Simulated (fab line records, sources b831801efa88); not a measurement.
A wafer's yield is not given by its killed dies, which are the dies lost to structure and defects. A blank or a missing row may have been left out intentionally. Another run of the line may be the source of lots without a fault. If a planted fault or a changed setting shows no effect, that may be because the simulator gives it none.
Comparing a struck lot with a sound one / flow sky130 / 14 steps out of a route of 708
Sound: wafers L366.1, L366.2, L366.6. The struck wafers were L373.3, L373.4, L373.5. The cause is named last.
Each step with rows lists, per side, the tool, then ch with its chambers, then its first start. Under that, the readings that differ: sound wafers / struck wafers / difference of the means / sigmas: that difference in standard deviations of wafers without a fault.
alike: a reading whose means differ by less than 2 such deviations, as well as words and numbers matching on both sides. not compared: withheld readings; readings where some wafer has no value; bounds like >300 that might hide an equal value; numbers whose values overlap and for which the record gives no deviation.
A row with sigmas, a row that says differs or no value, or rows on one side alone: a step with any of these is where the two part. Numbers that don't overlap but have no deviation are shown without sigmas and don't part them. Lack of a reading on every wafer of one side parts them only where that side has two or more wafers.

first, 2 steps without rows for these wafers: SKY_POLY_GATE_CLEAN_19 (cleans in SC1/SC2, time 150 s); SKY_POLY_GATE_OXIDATION_20 (stabilise 600 s, purge 300 s, target thk 4 nm).
SKY_POLY_GATE_THK_MEAS_21:
  struck on film_metro-02, day 22 06:27; sound on film_metro-04, day 20 08:17
  alike: POLY_GATE_OXIDATION_THK
SKY_POLY_GATE_CD_MEAS_22:
  struck on cd_sem-02, day 22 06:32; sound on cd_sem-02, day 20 08:21
  alike: cd_nm
then, 7 steps without rows for these wafers: SKY_LDD_N_DEHYDRATE_00 (time 60 s); SKY_LDD_N_HMDS_01 (prime time 60 s); SKY_LDD_N_COAT_02 (resist thk 300 nm); SKY_LDD_N_SOFTBAKE_03 (time 60 s); SKY_LDD_N_EXPOSE_04 (exposes mask NTM, target cd 840 nm); SKY_LDD_N_PEB_05; SKY_LDD_N_DEVELOP_06 (develop time 60 s).
SKY_LDD_N_OVL_MEAS_07:
  struck on overlay-02, day 23 13:07; sound on overlay-01, day 21 14:44
  alike: LDD_N_OVL
SKY_LDD_N_IMPLANT_08:
  sound on implanter-02 ch 0, day 21 14:46; struck on implanter-02 ch 0, day 23 13:12
reading=beam_energy_keV; sound=20.009 20.006 20.010; struck=17.988 17.996 17.977; difference=-2.021; sigmas=-99 or more
reading=model.implant.rp_nm (nm); sound=15.67 15.67 15.67; struck=14.44 14.44 14.44; difference=-1.23; sigmas=
reading=model.implant.drp_nm (nm); sound=7.212 7.212 7.212; struck=6.706 6.706 6.706; difference=-0.506; sigmas=
  alike: beam_on_s
then, 1 step without rows for these wafers: SKY_LDD_N_IMPLANT_09.

== WHERE THEY PART ==
Only at SKY_LDD_N_IMPLANT_08, as far as this record shows.

WHY: what the simulator had put in
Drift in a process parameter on implanter-02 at SKY_LDD_N_IMPLANT_08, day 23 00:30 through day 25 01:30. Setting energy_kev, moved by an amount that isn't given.
